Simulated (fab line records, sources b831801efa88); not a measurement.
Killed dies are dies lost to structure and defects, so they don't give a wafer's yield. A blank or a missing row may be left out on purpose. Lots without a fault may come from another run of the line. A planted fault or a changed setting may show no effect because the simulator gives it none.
fab line records | flow sky130
record lots=6 wafers=18 last_day=50
route steps=708 shown LOCAL_INTERCONNECT@405 CONTACT@406 PAD_OPEN@708
lots that met no fault: from a run of the same line without faults
start_h: hours from the record's first day to the start of the lot's first wafer shown | wait_h: hours since the lot's step before | " the same as in the row above | L1.1+2: a row that stands for several wafers | - no value, or no start given | * or withheld: withheld | < > ~ a bound
route shown NAME@n: a module of which the file shows steps, and the number in the route of the first | usual: mean/standard deviation of fault-free wafers | same: alike in all rows | chamber/n: place in a boat | sites: the reading at each site | _std_site: their standard deviation | _edge_site: outer sites' mean less inner sites' | radius_mm: how far each site lies from the wafer's centre | mask NAME#n: copy n | behind: the tool/chamber that last shaped the wafer | hold: why the lot was held/for how many hours/how that ended | device: the transistor (n, p or np) that didn't switch | end of line: the same wafers' tests at the end of the route | a step without rows: its recipe alone | killed: dies lost to structure and defects at the first sort, not the wafer's yield | map: a wafer's dies, x killed, . not, _ none there
set.NAME: the setting as run; set.NAME@STEP: as run at that earlier step | model.NAME: the simulator's own value behind a step, which no gauge read
lots at some steps of the route; a table a step, a row a wafer
services: from which hour (start_h, from the record's first day; less than 0 if before it) a tool's chamber was out of use, for how many hours, and why
## steps
# step SKY_LOCAL_INTERCONNECT_CLEAN_18
# recipe chemistry=O3/DIW dry=n2_spin
# step SKY_CONTACT_CVD_00
# recipe material=Si3N4 target_thk_nm=75 temp_c=400 time_s=withheld rf_w=450
# usual heater_power_w=741/100
# columns lot.wafer tool chamber start_h wait_h heater_power_w
L857.1 pecvd-04 0 704.66 0.0 599
L857.3 " 1 " " 620
L857.4 " 0 " " 604
L860.1 pecvd-03 1 748.73 0.0 617
L860.3 " 0 " " 790
L860.6 " 0 " " 782
L862.3 pecvd-04 2 750.82 0.0 843
L862.5 " 0 " " 615
L862.6 " 1 " " 711
L866.1 pecvd-02 0 777.16 0.0 706
L866.3 " 1 " " 1009
L866.4 " 1 " " 998
L879.1 pecvd-02 2 871.78 0.0 842
L879.2 " 1 " " 1040
L879.3 " 0 " " 685
L880.2 pecvd-03 0 877.20 0.0 746
L880.5 " 0 " " 782
L880.6 " 2 " " 705
# step SKY_CONTACT_THK_MEAS_01
# recipe reads=Si3N4_of_CONTACT_CVD_00
# usual CONTACT_CVD_00_THK=75.0/0.98
# columns lot.wafer tool chamber start_h wait_h CONTACT_CVD_00_THK[nm]
L857.1 film_metro-01 - 704.69 - 73.6
L857.3 " - " " 74.5
L857.4 " - " " 75.0
L860.1 film_metro-04 - 748.76 - 73.6
L860.3 " - " " 75.2
L860.6 " - " " 76.1
L862.3 film_metro-01 - 750.88 - 75.5
L862.5 " - " " 76.0
L862.6 " - " " 75.5
L866.1 film_metro-02 - 777.20 - 75.8
L866.3 " - " " 75.2
L866.4 " - " " 76.8
L879.1 film_metro-04 - 871.82 - 73.4
L879.2 " - " " 74.5
L879.3 " - " " 73.8
L880.2 film_metro-04 - 877.26 - 75.0
L880.5 " - " " 76.2
L880.6 " - " " 76.2
# step SKY_CONTACT_HDPCVD_02
# recipe material=SiO2 target_thk_nm=565 sigma_open_frac=0.3 time_s=94.2 temp_c=600 sih4_flow_sccm=60 pressure_mtorr=6
# step SKY_CONTACT_THK_MEAS_03
# recipe reads=SiO2_of_CONTACT_HDPCVD_02
# usual CONTACT_HDPCVD_THK=565/6.7
# columns lot.wafer tool chamber start_h wait_h CONTACT_HDPCVD_THK[nm]
L857.1 film_metro-02 - 704.87 0.0 575
L857.3 " - " " 572
L857.4 " - " " 574
L860.1 film_metro-02 - 748.89 0.0 573
L860.3 " - " " 569
L860.6 " - " " 571
L862.3 film_metro-04 - 751.00 0.1 566
L862.5 " - " " 563
L862.6 " - " " 557
L866.1 film_metro-01 - 777.32 0.0 552
L866.3 " - " " 553
L866.4 " - " " 553
L879.1 film_metro-02 - 871.95 0.0 562
L879.2 " - " " 558
L879.3 " - " " 568
L880.2 film_metro-02 - 877.39 0.0 570
L880.5 " - " " 568
L880.6 " - " " 569
# step SKY_CONTACT_CMP_04
# recipe material=SiO2 down_force_psi=4 platen_rpm=60 pad_velocity_m_s=0.94248
# usual motor_current_A=12.0/1.5 time_to_endpoint_s=84/4
# columns lot.wafer tool chamber start_h wait_h motor_current_A time_to_endpoint_s
L857.1 cmp-01 0 704.93 0.1 14.0 87
L857.3 " 1 " " 12.3 89
L857.4 " 3 " " 12.7 88
L860.3 cmp-02 1 748.96 0.0 8.5 87
L860.1 " 2 " " 12.6 83
L860.6 " 1 " " 9.0 83
L862.3 cmp-01 1 751.14 0.1 12.4 80
L862.6 " 3 " " 12.8 79
L862.5 " 0 " " 14.2 75
L866.1 cmp-02 3 777.38 0.1 10.9 81
L866.4 " 0 " " 12.5 82
L866.3 " 1 " " 9.3 84
L879.1 cmp-02 1 872.07 0.1 9.2 86
L879.3 " 2 " " 12.2 87
L879.2 " 3 " " 10.6 88
L880.2 cmp-01 3 877.54 0.1 12.8 84
L880.6 " 1 " " 12.6 85
L880.5 " 2 " " 12.7 81
# step SKY_CONTACT_BOW_MEAS_05
# recipe mode=bow
# usual CONTACT_BOW=81/7.3
# columns lot.wafer tool chamber start_h wait_h CONTACT_BOW[um]
L857.1 film_metro-04 - 705.23 0.2 88
L857.3 " - " " 84
L857.4 " - " " 71
L860.1 film_metro-02 - 749.26 0.2 85
L860.3 " - " " 84
L860.6 " - " " 87
L862.3 film_metro-01 - 751.38 0.2 83
L862.5 " - " " 84
L862.6 " - " " 78
L866.1 film_metro-01 - 777.68 0.2 89
L866.3 " - " " 80
L866.4 " - " " 86
L879.1 film_metro-01 - 872.37 0.2 83
L879.2 " - " " 87
L879.3 " - " " 81
L880.2 film_metro-04 - 877.76 0.2 84
L880.5 " - " " 86
L880.6 " - " " 76
# step SKY_CONTACT_DEHYDRATE_06
# recipe temp_c=200 time_s=60
# step SKY_CONTACT_HMDS_07
# recipe prime_time_s=60 prime_temp_c=120
# step SKY_CONTACT_COAT_08
# recipe resist=BARC temp_c=withheld time_s=withheld spin_rpm=3000 resist_thk_nm=60
# step SKY_CONTACT_COAT_09
# recipe resist=KrF-thick spin_rpm=3000 resist_thk_nm=450
# step SKY_CONTACT_SOFTBAKE_10
# recipe temp_c=100.4 time_s=90 resist=KrF-thick
# step SKY_CONTACT_EXPOSE_11
# recipe mask_id=CTM1 na=0.8 source_shape=annular sigma_inner=0.55 sigma_outer=0.85 target_cd_nm=170 dose_mj=38
# usual exposure_dose_mJ_cm2=37.95/0.039
# same na=0.8 sigma_inner=0.55
# columns lot.wafer tool chamber start_h wait_h mask exposure_dose_mJ_cm2
L857.1 krf_scanner-02 0 719.49 - CTM1#0 37.95
L857.3 " 0 " " CTM1#0 37.96
L857.4 " 0 " " CTM1#0 38.03
L860.1 krf_scanner-01 0 763.22 - CTM1#0 38.01
L860.3 " 0 " " CTM1#0 37.97
L860.6 " 0 " " CTM1#0 37.99
L862.3 krf_scanner-02 0 764.73 - CTM1#0 38.00
L862.5 " 0 " " CTM1#0 37.98
L862.6 " 0 " " CTM1#0 37.98
L866.1 krf_scanner-02 0 791.08 - CTM1#0 38.01
L866.3 " 0 " " CTM1#0 37.97
L866.4 " 0 " " CTM1#0 37.96
L879.1 krf_scanner-02 0 885.37 - CTM1#0 35.17
L879.2 " 0 " " CTM1#0 35.22
L879.3 " 0 " " CTM1#0 35.15
L880.2 krf_scanner-02 0 891.27 - CTM1#0 35.13
L880.5 " 0 " " CTM1#0 35.13
L880.6 " 0 " " CTM1#0 35.17
# step SKY_CONTACT_PEB_12
# recipe peb_temp_c=withheld peb_time_s=withheld resist=KrF-thick
# step SKY_CONTACT_DEVELOP_13
# recipe develop_time_s=60 resist=KrF-thick dev_temp_c=21
# step SKY_CONTACT_CD_MEAS_14
# recipe target_cd_nm=170
# usual cd_nm=170.1/1.3
# columns lot.wafer tool chamber start_h wait_h hold cd_nm
L857.1 cd_sem-01 - 732.89 - - 171.1
L857.3 " - " " - 172.3
L857.4 " - " " - 171.4
L860.1 cd_sem-01 - 777.19 - - 170.6
L860.3 " - " " - 170.5
L860.6 " - " " - 169.9
L862.3 cd_sem-01 - 778.17 - - 171.5
L862.5 " - " " - 170.2
L862.6 " - " " - 170.8
L866.1 cd_sem-02 - 805.10 - - 169.2
L866.3 " - " " - 169.8
L866.4 " - " " - 169.0
L879.1 cd_sem-02 - 897.39 - await_dispo/0.2h/release 156.6
L879.2 " - " " await_dispo/0.2h/release 156.4
L879.3 " - " " await_dispo/0.2h/release 156.5
L879.1 cd_sem-02 - 897.68 0.3 - 156.3
L879.2 " - " " - 156.2
L879.3 " - " " - 156.5
L880.2 cd_sem-02 - 903.61 - await_dispo/0.2h/release 156.1
L880.5 " - " " await_dispo/0.2h/release 155.7
L880.6 " - " " await_dispo/0.2h/release 156.7
L880.2 cd_sem-02 - 903.90 0.3 - 156.0
L880.5 " - " " - 155.8
L880.6 " - " " - 156.9
# step SKY_CONTACT_OVL_MEAS_15
# usual CONTACT_OVL=0/6
# columns lot.wafer tool chamber start_h wait_h hold CONTACT_OVL[nm]
L857.1 overlay-01 - 733.01 0.1 - 2
L857.3 " - " " - -2
L857.4 " - " " - 8
L860.1 overlay-01 - 777.31 0.1 - -5
L860.3 " - " " - -3
L860.6 " - " " - 0
L862.3 overlay-02 - 778.26 0.1 - 10
L862.5 " - " " - 8
L862.6 " - " " - 7
L866.1 overlay-02 - 805.22 0.1 - 6
L866.3 " - " " - 3
L866.4 " - " " - 10
L879.1 overlay-02 - 898.88 1.2 await_dispo/1.1h/release 0
L879.2 " - " " await_dispo/1.1h/release -4
L879.3 " - " " await_dispo/1.1h/release 3
L880.2 overlay-01 - 906.77 2.9 await_dispo/2.8h/release -10
L880.5 " - " " await_dispo/2.8h/release -6
L880.6 " - " " await_dispo/2.8h/release -4
# step SKY_CONTACT_ETCH_16
# recipe chemistry=N2/H2 target=BARC ion_energy_ev=200 source_w=500 bias_w=100 pressure_mtorr=30 n2_flow_sccm=100 h2_flow_sccm=200 stop_on=SiO2 time_s=45.9 target_depth_a=600
# usual drypump_motor_current_A=5.9/0.39 n2_flow_sccm=100.04/0.29 oes_product_au=0.854/0.0047 throttle_valve_pct=13.225/0.0088
# same time_s=45.9
# columns lot.wafer tool chamber start_h wait_h drypump_motor_current_A n2_flow_sccm oes_product_au rf_hours_counter_h throttle_valve_pct model.CONTACT.cd_nm
L857.1 rie_diel-02 2 733.05 0.0 5.4 99.81 0.853 15 13.232 171.9
L857.3 " 1 " " 6.1 99.78 0.848 13 13.222 172.6
L857.4 " 3 " " 5.9 100.25 0.850 7 13.222 171.3
L860.1 rie_diel-02 1 777.35 0.0 6.1 100.31 0.848 14 13.223 170.5
L860.3 " 0 " " 5.9 100.31 0.859 7 13.222 170
L860.6 " 0 " " 5.8 100.32 0.851 - 13.240 169.6
L862.3 rie_diel-01 3 778.29 0.0 6.1 99.72 0.851 33 13.241 170.8
L862.5 " 1 " " 5.5 99.73 0.851 - 13.204 169.6
L862.6 " 2 " " 5.9 99.88 0.854 - 13.218 171.2
L866.1 rie_diel-02 1 805.26 0.0 6.1 100.38 0.863 15 13.226 169
L866.3 " 0 " " 5.8 100.28 0.856 8 13.231 169.5
L866.4 " 2 " " 5.5 100.54 0.852 17 13.219 168.8
L879.1 rie_diel-01 0 898.92 0.0 5.7 99.58 0.858 15 13.229 157
L879.2 " 1 " " 5.4 99.83 0.851 17 13.231 155.8
L879.3 " 3 " " 6.1 99.84 0.855 2 13.215 156.9
L880.2 rie_diel-03 0 906.80 0.0 6.4 100.29 0.857 19 13.225 155.4
L880.5 " 2 " " 6.2 100.26 0.852 - 13.219 155.8
L880.6 " 3 " " 6.4 99.91 0.857 - 13.228 156.4
# step SKY_CONTACT_ETCH_17
# recipe target=SiO2 chemistry=C4F8/O2/Ar stop_on=Si3N4 mask_material=KrF-thick source_w=1500 bias_w=1200 pressure_mtorr=40 c4f8_flow_sccm=withheld O2_flow_sccm=6 Ar_flow_sccm=300 time_s=withheld target_depth_a=3400
# usual oes_product_au=0.892/0.0048
# columns lot.wafer tool chamber start_h wait_h oes_product_au
L857.1 rie_diel-02 2 733.09 0.0 0.896
L857.3 " 1 " " 0.898
L857.4 " 3 " " 0.890
L860.1 rie_diel-02 1 777.39 0.0 0.890
L860.3 " 0 " " 0.898
L860.6 " 0 " " 0.894
L862.3 rie_diel-01 3 778.33 0.0 0.887
L862.5 " 1 " " 0.892
L862.6 " 2 " " 0.889
L866.1 rie_diel-02 1 805.30 0.0 0.889
L866.3 " 0 " " 0.894
L866.4 " 2 " " 0.891
L879.1 rie_diel-01 0 898.96 0.0 0.891
L879.2 " 1 " " 0.899
L879.3 " 3 " " 0.896
L880.2 rie_diel-03 0 906.84 0.0 0.898
L880.5 " 2 " " 0.889
L880.6 " 3 " " 0.888
# step SKY_CONTACT_ETCH_18
# recipe target=Si3N4 chemistry=CHF3/O2 stop_on=TiN source_w=600 bias_w=200 pressure_mtorr=40 chf3_flow_sccm=50 O2_flow_sccm=5 time_s=39 target_depth_a=750
# usual O2_flow_sccm=5.000/0.015 drypump_motor_current_A=5.9/0.39 oes_product_au=0.856/0.0073 throttle_valve_pct=8.792/0.0087
# same time_s=39
# columns lot.wafer tool chamber start_h wait_h O2_flow_sccm drypump_motor_current_A oes_product_au rf_hours_counter_h throttle_valve_pct model.CONTACT.cd_nm
L857.1 rie_diel-02 2 - - 5.016 5.4 0.848 16 8.797 172.1
L857.3 " 1 " " 5.007 6.1 0.856 13 8.795 172.8
L857.4 " 3 " " 4.990 5.8 0.852 7 8.781 171.4
L860.1 rie_diel-02 1 - - 4.985 6.1 0.846 14 8.792 170.5
L860.3 " 0 " " 5.007 5.8 0.855 7 8.808 170
L860.6 " 0 " " 5.015 5.8 0.861 - 8.787 169.9
L862.3 rie_diel-01 3 - - 4.999 6.1 0.861 33 8.805 171.1
L862.5 " 1 " " 4.989 5.4 0.856 - 8.804 169.8
L862.6 " 2 " " 4.999 5.9 0.862 - 8.807 171.2
L866.1 rie_diel-02 1 - - 5.008 6.1 0.862 15 8.789 168.9
L866.3 " 0 " " 5.034 5.8 0.857 8 8.800 169.3
L866.4 " 2 " " 5.010 5.5 0.869 17 8.801 168.7
L879.1 rie_diel-01 0 - - 4.994 5.7 0.845 15 8.794 156.9
L879.2 " 1 " " 4.996 5.4 0.856 17 8.781 155.9
L879.3 " 3 " " 4.987 6.0 0.843 2 8.785 157
L880.2 rie_diel-03 0 - - 4.994 6.4 0.856 19 8.794 155.6
L880.5 " 2 " " 5.002 6.3 0.865 - 8.804 155.7
L880.6 " 3 " " 4.972 6.4 0.859 - 8.782 156.4
# step SKY_CONTACT_STRIP_19
# recipe chemistry=O2/N2 power_w=1400 pressure_mtorr=1500 platen_temp_c=withheld o2_flow_sccm=3000 n2_flow_sccm=300 overash_fraction=0.5
# usual drypump_motor_current_A=5.5/0.37 n2_flow_sccm=299.9/0.8 oes_product_au=0.380/0.0043 strip_time_to_endpoint_s=3.602/0.027
# columns lot.wafer tool chamber start_h wait_h drypump_motor_current_A n2_flow_sccm oes_product_au rf_hours_counter_h strip_time_to_endpoint_s
L857.1 plasma_asher-01 1 733.18 - 5.2 301.8 0.388 89 3.644
L857.3 " 1 " " 5.1 301.0 0.384 - 3.594
L857.4 " 0 " " 5.1 301.2 0.382 - 3.618
L860.1 plasma_asher-04 1 777.48 - 5.6 300.5 0.381 3 3.597
L860.3 " 1 " " 5.6 300.1 0.381 - 3.581
L860.6 " 1 " " 5.6 301.0 0.374 - 3.583
L862.3 plasma_asher-02 0 778.45 - 5.7 300.5 0.385 - 3.632
L862.5 " 0 " " 5.7 299.1 0.382 - 3.583
L862.6 " 1 " " 6.1 300.1 0.383 - 3.581
L866.1 plasma_asher-01 0 805.39 - 5.1 299.8 0.384 96 3.594
L866.3 " 1 " " 5.1 301.0 0.377 - 3.589
L866.4 " 0 " " 5.1 298.7 0.384 - 3.622
L879.1 plasma_asher-04 0 899.22 - 5.7 298.9 0.378 15 3.595
L879.2 " 1 " " 5.6 299.2 0.381 15 3.553
L879.3 " 0 " " 5.7 299.1 0.382 - 3.567
L880.2 plasma_asher-01 0 906.93 - 5.1 298.8 0.372 106 3.640
L880.5 " 0 " " 5.1 299.4 0.385 - 3.625
L880.6 " 1 " " 5.1 300.7 0.380 - 3.601
# step SKY_PAD_OPEN_PROBE_99
# usual killed_at_M0_to_M3=43/7.7 killed_at_M4_up=3.0/1.7 killed_at_contacts=24/5.2 killed_at_front_end=15/4.5 killed_at_other=0.3/0.5 killed_dies=85/9.5 killed_on_rim=17/4 killed_open=47/6.6 killed_short=38/6.6
# same gross_dies=492 killed_at_back_side=0
# columns lot.wafer tool chamber start_h wait_h killed_at_M0_to_M3 killed_at_M4_up killed_at_contacts killed_at_front_end killed_at_other killed_dies killed_on_rim killed_open killed_short model.etest.mcon_chain.rc_ohm
L857.1 prober-01 - 1070.48 0.1 47 1 25 14 0 87 13 52 35 16.98
L857.3 prober-01 - 1070.58 0.2 34 4 21 13 0 72 15 35 37 16.93
L857.4 prober-01 - 1070.63 0.2 32 3 22 15 0 72 15 40 32 16.51
L860.1 prober-02 - 1102.53 0.1 40 1 20 19 0 80 14 36 44 15.95
L860.3 prober-02 - 1102.63 0.2 47 2 29 15 2 95 15 52 43 17.24
L860.6 prober-02 - 1102.78 0.2 33 2 25 22 1 83 16 51 32 16.86
L862.3 prober-01 - 1109.97 0.2 39 3 23 14 0 79 15 47 32 16.43
L862.5 prober-01 - 1110.07 0.2 47 2 18 19 0 86 20 55 31 16.44
L862.6 prober-01 - 1110.12 0.2 49 1 29 17 0 96 21 58 38 16.45
L866.1 prober-02 - 1128.25 0.1 49 3 24 14 1 91 13 58 33 16.94
L866.3 prober-02 - 1128.35 0.2 40 4 20 16 0 80 19 45 35 16.82
L866.4 prober-02 - 1128.40 0.2 43 5 18 17 0 83 21 50 33 16.63
L879.1 prober-01 - 1193.04 0.1 38 6 28 15 0 87 20 42 44 18.49
L879.2 prober-01 - 1193.09 0.1 27 1 26 6 0 60 15 44 16 18
L879.3 prober-01 - 1193.14 0.2 38 4 24 10 0 76 15 43 33 19.58
L880.2 prober-02 - 1194.59 0.1 47 1 18 15 0 81 13 41 38 19.01
L880.5 prober-02 - 1194.74 0.2 42 3 35 16 0 96 18 47 49 18.69
L880.6 prober-02 - 1194.79 0.2 44 2 23 21 0 90 17 53 37 17.74
# killed by level:class
L857.1 VIA2:geometric_particle:open=10 VIA1:geometric_particle:open=9 FIELD_ISO:geometric_particle:open=8 CONTACT:geometric_particle:open=8 LI_CONTACT:geometric_particle:open=7 METAL2:geometric_particle:short=6 CONTACT:geometric_particle:short=5 METAL1:geometric_particle:short=5
L857.3 VIA2:geometric_particle:open=8 LI_CONTACT:geometric_particle:open=6 METAL1:geometric_particle:short=6 VIA3:geometric_particle:open=5 CONTACT:geometric_particle:open=5 VIA1:geometric_particle:short=5 LOCAL_INTERCONNECT:geometric_particle:short=4 VIA3:geometric_particle:short=4
L857.4 LI_CONTACT:geometric_particle:open=9 VIA3:geometric_particle:open=7 POLY_GATE:geometric_particle:open=6 CONTACT:geometric_particle:open=6 VIA1:geometric_particle:short=6 CONTACT:geometric_particle:short=5 VIA2:geometric_particle:open=5 FIELD_ISO:geometric_particle:short=4
L860.1 METAL2:geometric_particle:short=10 VIA1:geometric_particle:open=9 POLY_GATE:geometric_particle:short=7 LI_CONTACT:geometric_particle:open=6 LOCAL_INTERCONNECT:geometric_particle:short=5 METAL1:geometric_particle:short=5 POLY_GATE:geometric_particle:open=4 VIA3:geometric_particle:open=4
L860.3 VIA3:geometric_particle:open=10 CONTACT:geometric_particle:open=9 LI_CONTACT:geometric_particle:open=8 VIA1:geometric_particle:open=8 METAL2:geometric_particle:short=8 FIELD_ISO:geometric_particle:short=7 LOCAL_INTERCONNECT:geometric_particle:short=4 METAL1:geometric_particle:short=4
L860.6 CONTACT:geometric_particle:open=17 FIELD_ISO:geometric_particle:short=6 POLY_GATE:geometric_particle:open=6 VIA3:geometric_particle:open=6 VIA2:geometric_particle:open=5 VIA1:geometric_particle:open=5 VIA1:geometric_particle:short=4 LI_CONTACT:geometric_particle:open=3
L862.3 CONTACT:geometric_particle:open=13 VIA1:geometric_particle:open=10 VIA2:geometric_particle:open=8 VIA3:geometric_particle:short=6 POLY_GATE:geometric_particle:short=4 VIA1:geometric_particle:short=4 VIA3:geometric_particle:open=4 LI_CONTACT:geometric_particle:open=3
L862.5 LI_CONTACT:geometric_particle:open=9 VIA1:geometric_particle:open=9 VIA3:geometric_particle:open=8 CONTACT:geometric_particle:open=7 METAL1:geometric_particle:short=7 METAL2:geometric_particle:short=6 SPACER:geometric_particle:open=5 VIA2:geometric_particle:open=5
L862.6 VIA1:geometric_particle:open=17 CONTACT:geometric_particle:open=11 VIA2:geometric_particle:open=8 POLY_GATE:geometric_particle:open=6 LI_CONTACT:geometric_particle:open=6 METAL1:geometric_particle:short=5 VIA1:geometric_particle:short=5 FIELD_ISO:geometric_particle:short=4
L866.1 CONTACT:geometric_particle:open=11 VIA3:geometric_particle:open=11 VIA1:geometric_particle:open=10 VIA2:geometric_particle:open=8 LI_CONTACT:geometric_particle:open=7 FIELD_ISO:geometric_particle:short=5 VIA1:geometric_particle:short=5 METAL1:geometric_particle:short=4
L866.3 VIA1:geometric_particle:open=9 POLY_GATE:geometric_particle:open=6 LI_CONTACT:geometric_particle:open=6 CONTACT:geometric_particle:open=6 VIA2:geometric_particle:open=5 VIA3:geometric_particle:short=5 METAL1:geometric_particle:short=4 METAL2:geometric_particle:short=4
L866.4 VIA1:geometric_particle:open=13 VIA2:geometric_particle:open=10 CONTACT:geometric_particle:open=7 POLY_GATE:geometric_particle:short=5 METAL1:geometric_particle:short=5 VIA3:geometric_particle:open=5 FIELD_ISO:geometric_particle:short=4 METAL2:geometric_particle:short=4
L879.1 CONTACT:geometric_particle:open=11 VIA1:geometric_particle:open=9 METAL2:geometric_particle:short=7 LI_CONTACT:geometric_particle:open=6 FIELD_ISO:geometric_particle:open=5 CONTACT:geometric_particle:short=5 VIA3:geometric_particle:open=5 METAL4:geometric_particle:short=5
L879.2 CONTACT:geometric_particle:open=11 LI_CONTACT:geometric_particle:open=9 VIA3:geometric_particle:open=8 VIA1:geometric_particle:open=6 LI_CONTACT:geometric_particle:short=4 VIA2:geometric_particle:short=4 POLY_GATE:geometric_particle:open=3 METAL3:geometric_particle:short=3
L879.3 VIA3:geometric_particle:open=10 VIA1:geometric_particle:open=7 LOCAL_INTERCONNECT:geometric_particle:short=6 CONTACT:geometric_particle:open=6 METAL2:geometric_particle:short=6 LI_CONTACT:geometric_particle:open=5 VIA1:geometric_particle:short=4 VIA2:geometric_particle:open=4
L880.2 CONTACT:geometric_particle:open=7 VIA3:geometric_particle:open=7 VIA2:geometric_particle:open=7 METAL1:geometric_particle:short=6 METAL1:geometric_particle:open=5 VIA1:geometric_particle:open=5 METAL2:geometric_particle:short=5 CONTACT:geometric_particle:short=4
L880.5 CONTACT:geometric_particle:open=13 LI_CONTACT:geometric_particle:open=9 METAL1:geometric_particle:short=8 POLY_GATE:geometric_particle:short=7 VIA1:geometric_particle:open=7 METAL2:geometric_particle:short=7 LI_CONTACT:geometric_particle:short=5 VIA1:geometric_particle:short=5
L880.6 VIA1:geometric_particle:open=9 VIA2:geometric_particle:open=9 LI_CONTACT:geometric_particle:open=8 CONTACT:geometric_particle:open=8 METAL2:geometric_particle:short=6 FIELD_ISO:geometric_particle:open=5 POLY_GATE:geometric_particle:open=5 METAL1:geometric_particle:short=5
## services
# columns tool chamber start_h hours kind
krf_scanner-02 - 718.19 0.3 repair
rie_diel-01 2 718.29 31.3 repair
rie_diel-02 - 721.08 2.8 pm
cmp-02 - 725.42 5.1 repair
krf_scanner-02 - 731.57 1.0 pm
cmp-02 - 734.24 1.9 repair
cmp-02 - 741.98 1.1 repair
cmp-02 - 744.04 4.0 pm
cmp-01 - 756.99 2.0 repair
cmp-02 - 758.24 1.5 repair
rie_diel-02 3 769.98 4.3 repair
rie_diel-03 1 775.30 7.5 repair
rie_diel-01 0 777.66 12.4 repair
cmp-01 - 784.01 0.5 repair
krf_scanner-02 - 799.50 0.3 repair
cmp-02 - 804.84 2.1 repair
cmp-01 - 813.77 5.3 pm
rie_diel-03 - 817.39 2.8 pm
cmp-02 - 822.81 1.1 repair
krf_scanner-02 - 838.29 1.3 pm
krf_scanner-02 - 847.96 3.6 pm
rie_diel-01 0 855.01 3.0 repair
rie_diel-02 0 881.31 9.3 repair
krf_scanner-02 - 900.58 1.0 pm
## key
first_sign step=SKY_CONTACT_EXPOSE_11 reading=exposure_dose_mJ_cm2 direction=down sigmas=72 usual=* struck=*
effect step=SKY_CONTACT_CD_MEAS_14 reading=visit direction=added
effect step=SKY_CONTACT_CD_MEAS_14 reading=cd_nm direction=down sigmas=10 usual=170.1 struck=156.3
model_effect step=SKY_CONTACT_ETCH_16 value=CONTACT.cd_nm without=170.3 struck=156.2
model_effect step=SKY_CONTACT_ETCH_18 value=CONTACT.cd_nm without=170.3 struck=156.3
model_effect step=SKY_PAD_OPEN_PROBE_99 value=etest.mcon_chain.rc_ohm without=16.71 struck=18.59
met_at SKY_CONTACT_EXPOSE_11
struck_wafers L879.1,L879.2,L879.3,L880.2,L880.5,L880.6
tester_left_out L879,L880
onset_between 791.08 885.37
fault kind=process_parameter_drift tool=krf_scanner-02 chamber=- onset_h=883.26 steps=SKY_CONTACT_EXPOSE_11 channel=dose_mj offset=-2.788 shape=step acts_in=these_recipes_only stated=38
# tester_left_out: of these lots the tester's yield and bins aren't shown, on N5 and GAA mostly nor the transistor test; their killed dies are dies lost to structure and defects alone, not to doping, threshold or leakage, so they don't give the yield
